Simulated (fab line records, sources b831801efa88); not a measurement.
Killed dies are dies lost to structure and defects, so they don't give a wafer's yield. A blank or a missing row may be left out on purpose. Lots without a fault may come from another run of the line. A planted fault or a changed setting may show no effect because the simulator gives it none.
Which tool did it? | flow sky130 | 12 lots, 36 wafers sampled, at 5 steps of a route of 708

WHAT THE GAUGES READ, wafer by wafer
SKY_VT_ADJUST_NCORE_TW_MEAS_11. Usual: VT_ADJUST_NCORE_TW 221.6, standard deviation 0.98.
lot  | measured     | on            | VT_ADJUST_NCORE_TW | flag
L471 | day 8 21:37  | film_metro-01 | 219.6 221.6 220.3  |
L472 | day 10 00:28 | film_metro-01 | 221.4 221.4 222.7  |
L473 | day 10 01:21 | film_metro-01 | 220.6 219.8 221.3  |
L474 | day 10 17:46 | film_metro-04 | 222.3 223.7 223.4  |
L477 | day 10 22:02 | film_metro-01 | 220.9 221.1 221.8  |
L482 | day 12 05:57 | film_metro-03 | 213.9 214.0 214.2  | OFF
L483 | day 12 14:50 | film_metro-01 | 211.9 213.3 212.9  | OFF
L486 | day 13 04:05 | film_metro-03 | 212.6 212.5 211.9  | OFF
L488 | day 14 16:31 | film_metro-01 | 223.5 221.9 222.8  |
L490 | day 15 02:40 | film_metro-03 | 223.0 222.2 221.3  |
L492 | day 15 04:25 | film_metro-04 | 220.6 221.2 221.6  |
L493 | day 15 14:44 | film_metro-01 | 222.1 221.8 220.8  |

SKY_VT_ADJUST_PCH_TW_MEAS_10. Usual: VT_ADJUST_PCH_TW 143.9, standard deviation 0.91.
lot  | measured     | on            | VT_ADJUST_PCH_TW  | flag
L471 | day 10 17:42 | film_metro-01 | 143.3 144.5 144.0 |
L472 | day 11 21:59 | film_metro-03 | 144.6 142.6 143.4 |
L473 | day 12 00:04 | film_metro-01 | 143.8 144.7 144.2 |
L474 | day 12 18:27 | film_metro-01 | 144.7 144.9 144.8 |
L477 | day 12 22:41 | film_metro-01 | 144.2 143.8 144.1 |
L482 | day 14 08:50 | film_metro-03 | 144.4 144.6 144.5 |
L483 | day 14 18:32 | film_metro-02 | 143.1 142.9 143.1 |
L486 | day 15 08:58 | film_metro-01 | 145.2 144.6 145.6 |
L488 | day 16 22:39 | film_metro-03 | 144.8 144.9 144.7 |
L490 | day 17 07:49 | film_metro-02 | 142.2 142.5 142.0 |
L492 | day 17 09:47 | film_metro-02 | 143.2 142.2 142.9 |
L493 | day 17 21:50 | film_metro-01 | 143.1 143.8 143.7 |

SKY_SONOS_TUNNEL_CD_MEAS_07: target cd 410 nm. Usual: cd_nm 409.6 nm, standard deviation 2.3.
lot  | measured     | on        | cd_nm (nm)        | flag
L471 | day 11 17:04 | cd_sem-01 | 407.3 409.0 406.9 |
L472 | day 12 22:18 | cd_sem-02 | 413.6 416.1 415.1 |
L473 | day 13 00:32 | cd_sem-02 | 409.5 410.5 411.4 |
L474 | day 13 19:49 | cd_sem-02 | 407.9 405.6 408.7 |
L477 | day 14 00:05 | cd_sem-01 | 410.5 411.3 411.9 |
L482 | day 15 12:00 | cd_sem-01 | 406.5 405.5 405.9 |
L483 | day 15 21:26 | cd_sem-01 | 410.2 409.4 409.4 |
L486 | day 16 12:22 | cd_sem-01 | 410.8 408.2 410.6 |
L488 | day 18 02:37 | cd_sem-02 | 408.8 407.8 407.8 |
L490 | day 18 13:38 | cd_sem-02 | 411.0 410.8 409.7 |
L492 | day 18 15:31 | cd_sem-01 | 408.6 407.5 407.7 |
L493 | day 19 03:37 | cd_sem-02 | 409.8 409.7 408.3 |

WHICH TOOL RAN EACH LOT (tool, then ch and the chambers of the sampled wafers, then the start)
lot  | SKY_VT_ADJUST_NCORE_IMPLANT_09  | SKY_VT_ADJUST_PCH_STRIP_09
L471 | implanter-02 ch 0, day 8 21:23  | plasma_asher-03 ch 0,1, day 10 17:37
L472 | implanter-01 ch 0, day 10 00:13 | plasma_asher-03 ch 0,1, day 11 21:53
L473 | implanter-02 ch 0, day 10 01:06 | plasma_asher-03 ch 0,1, day 11 23:58
L474 | implanter-03 ch 0, day 10 17:33 | plasma_asher-03 ch 0,1, day 12 18:22
L477 | implanter-02 ch 0, day 10 21:47 | plasma_asher-04 ch 0,1, day 12 22:35
L482 | implanter-01 ch 0, day 12 05:43 | plasma_asher-01 ch 0,1, day 14 08:43
L483 | implanter-01 ch 0, day 12 14:35 | plasma_asher-03 ch 0,1, day 14 18:26
L486 | implanter-01 ch 0, day 13 03:53 | plasma_asher-03 ch 0,1, day 15 08:52
L488 | implanter-03 ch 0, day 14 16:18 | plasma_asher-01 ch 0,1, day 16 22:34
L490 | implanter-03 ch 0, day 15 02:25 | plasma_asher-03 ch 1, day 17 07:43
L492 | implanter-02 ch 0, day 15 04:12 | plasma_asher-01 ch 0,1, day 17 09:42
L493 | implanter-01 ch 0, day 15 14:31 | plasma_asher-03 ch 0,1, day 17 21:44
- SKY_VT_ADJUST_NCORE_IMPLANT_09
- SKY_VT_ADJUST_PCH_STRIP_09: strips in O2/N2.

WHAT THE TOOLS THEMSELVES READ (means of the sampled wafers that have a number; where no wafer has one, the mark that the record gives instead)
SKY_VT_ADJUST_NCORE_IMPLANT_09. Usual: dose_ions_cm2 2.4002e+12, standard deviation 2.6e+09; faraday_current_uA 13.51, standard deviation 0.29.
lot  | tool         | dose_ions_cm2 | faraday_current_uA | flag
L471 | implanter-02 | 2.4001e+12    | 13.34              |
L472 | implanter-01 | 2.4009e+12    | 13.83              |
L473 | implanter-02 | 2.4003e+12    | 13.32              |
L474 | implanter-03 | 2.4022e+12    | 13.34              |
L477 | implanter-02 | 2.3995e+12    | 13.60              |
L482 | implanter-01 | 2.0726e+12    | 11.49              | OFF
L483 | implanter-01 | 2.0778e+12    | 11.75              | OFF
L486 | implanter-01 | 2.0728e+12    | 11.59              | OFF
L488 | implanter-03 | 2.3994e+12    | 13.37              |
L490 | implanter-03 | 2.4014e+12    | 13.46              |
L492 | implanter-02 | 2.4022e+12    | 13.52              |
L493 | implanter-01 | 2.4026e+12    | 13.58              |

SKY_VT_ADJUST_PCH_STRIP_09. Usual: drypump_motor_current_A 5.9 A, standard deviation 0.39; oes_product_au 0.722 a.u., standard deviation 0.0045; strip_time_to_endpoint_s 36.97 s, standard deviation 0.11.
lot  | tool            | drypump_motor_current_A (A) | oes_product_au (a.u.) | strip_time_to_endpoint_s (s) | flag
L471 | plasma_asher-03 | 6.1                         | 0.725                 | 36.90                        |
L472 | plasma_asher-03 | 5.9                         | 0.718                 | 36.93                        |
L473 | plasma_asher-03 | 6.1                         | 0.720                 | 36.80                        |
L474 | plasma_asher-03 | 6.1                         | 0.725                 | 36.86                        |
L477 | plasma_asher-04 | 5.8                         | 0.720                 | 36.85                        |
L482 | plasma_asher-01 | 5.8                         | 0.725                 | 37.09                        |
L483 | plasma_asher-03 | 5.9                         | 0.724                 | 36.92                        |
L486 | plasma_asher-03 | 5.9                         | 0.725                 | 36.92                        |
L488 | plasma_asher-01 | 5.8                         | 0.724                 | 37.15                        |
L490 | plasma_asher-03 | 5.8                         | 0.721                 | 36.98                        |
L492 | plasma_asher-01 | 5.7                         | 0.715                 | 36.85                        |
L493 | plasma_asher-03 | 6.1                         | 0.722                 | 36.94                        |

THE ANSWER, worked out from the rows above alone
Rule: a lot is off if the mean of its wafers that have a number lies more than 3 standard deviations from the usual mean. A lot without any number at a reading at which 4 lots or more have one is off too. The other lots that the step has rows for count as sound. The gauges are gone through in route order, then the tools' own readings, and for those a lot's mean is taken as printed above. The first step at which some lot is off is used, and at that step the reading that is off furthest; a lot without a number counts as furthest.
Off: L482, L483, L486, at SKY_VT_ADJUST_NCORE_TW_MEAS_11 (VT_ADJUST_NCORE_TW).
A tool fits if, at a process step before that reading, it ran every lot that is off, and no sound lot after the first of them. The gauges at SKY_VT_ADJUST_NCORE_TW_MEAS_11 aren't tried: what is off there is off at SKY_VT_ADJUST_NCORE_IMPLANT_09 too, on other tools, and a gauge's error can't cause that. None of those tried fits.

WHAT THE SIMULATOR HAD PUT IN
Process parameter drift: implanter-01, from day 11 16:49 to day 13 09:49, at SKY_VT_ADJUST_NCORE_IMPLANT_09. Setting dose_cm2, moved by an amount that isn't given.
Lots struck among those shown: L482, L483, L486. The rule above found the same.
